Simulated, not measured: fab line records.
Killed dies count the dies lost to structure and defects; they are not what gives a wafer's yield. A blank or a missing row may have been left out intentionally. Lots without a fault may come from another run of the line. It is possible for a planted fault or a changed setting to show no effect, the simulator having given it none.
A lot that was struck, set against a sound lot | flow sky130 | 14 out of 708 route steps
Sound: these wafers, L140.3, L140.5, L140.6. Wafers L131.1, L131.3, L131.6 were the ones struck. The cause is given at the end.
At each step with rows: each side's tool, then ch and its chambers, then its first start. Under that, the readings that differ: sound wafers | struck wafers | difference of the means | sigmas: that difference in standard deviations of wafers without a fault.
alike: words and numbers the same on both sides, and readings whose means are apart by under 2 such deviations; not compared: readings that were withheld, readings missing a value for some wafer, numbers with overlapping values and no deviation given by the record, and bounds like >300 which may hide the same value.
The two part at a step that has a row with sigmas, a row that says differs or no value, or rows on one side only. When numbers do not overlap yet have no deviation, they are printed without sigmas and do not part them. A reading missing from all wafers of one side parts the sides only when that side holds two or more wafers.

first, 6 steps without rows for these wafers: SKY_METAL3_COAT_07 (resist thk 60 nm); SKY_METAL3_COAT_08 (resist thk 1140 nm); SKY_METAL3_SOFTBAKE_09 (time 90 s); SKY_METAL3_EXPOSE_10 (exposes mask MM3, target cd 300 nm); SKY_METAL3_PEB_11; SKY_METAL3_DEVELOP_12 (develop time 60 s).
SKY_METAL3_CD_MEAS_13 targets a cd of 300 nm.
  sound on cd_sem-01, day 44 10:20; struck on cd_sem-02, day 41 17:38
  alike: cd_nm
SKY_METAL3_OVL_MEAS_14:
  sound on overlay-02, day 44 10:25; struck on overlay-01, day 41 17:46
  alike: METAL3_OVL
SKY_METAL3_DESCUM_15: chemistry O2, time 8 s.
  sound on rie_metal-01 ch 0,1, day 44 10:28; struck on rie_metal-04 ch 0,1, day 41 17:48
  alike: drypump_motor_current_A, oes_product_au, rf_fwd_power_W
  not compared: rf_hours_counter_h
SKY_METAL3_ETCH_16: etches BARC in N2/H2, stops on SiO2, time 88.2 s, target depth 60 nm.
  sound on rie_metal-01 ch 0,1, day 44 10:31; struck on rie_metal-04 ch 0,1, day 41 17:50
  alike: drypump_motor_current_A, oes_product_au, rf_fwd_power_W, throttle_valve_pct
  not compared: rf_hours_counter_h
SKY_METAL3_ETCH_17: etches SiO2 in C4F8/O2/Ar, stops on TiN, time 3.9 s, target depth 15 nm.
  sound on rie_diel-01 ch 0,1,3, day 44 10:35; struck on rie_diel-02 ch 1,3, day 41 17:56
  alike: oes_product_au, rf_fwd_power_W
SKY_METAL3_METAL_ETCH_18: etches the open film in Cl2/BCl3, stops on SiO2, target depth 845 nm, time 183.1 s.
  sound on rie_metal-03 ch 0,1, day 44 10:39; struck on rie_metal-01 ch 0,1, day 41 17:56
  alike: drypump_motor_current_A, oes_product_au, rf_fwd_power_W, throttle_valve_pct
  not compared: rf_hours_counter_h
SKY_METAL3_STRIP_19: strips in O2/N2.
  sound on plasma_asher-01 ch 0,1, day 44 10:49; struck on plasma_asher-01 ch 0,1, day 41 18:07
  no value came back on the struck wafers for chamber_pressure_mTorr (mTorr), drypump_motor_current_A (A), oes_product_au (a.u.), strip_time_to_endpoint_s (s); on the sound wafers chamber_pressure_mTorr (mTorr) reads 1499.8 1498.6 1499.7
  reading                                       | sound | struck            | difference | sigmas
  model.KrF-thick_of_METAL3_COAT_08.thk_nm (nm) | 0 0 0 | 532.1 528.2 528.5 | +529.6     |
  not compared: rf_hours_counter_h
then, 1 step without rows for these wafers: SKY_METAL3_STRIP_20 (strips in post etch residue remover, time 1200 s).

WHERE THEY PART
SKY_METAL3_STRIP_19 only, going by this record.

WHY: what had been put in by the simulator
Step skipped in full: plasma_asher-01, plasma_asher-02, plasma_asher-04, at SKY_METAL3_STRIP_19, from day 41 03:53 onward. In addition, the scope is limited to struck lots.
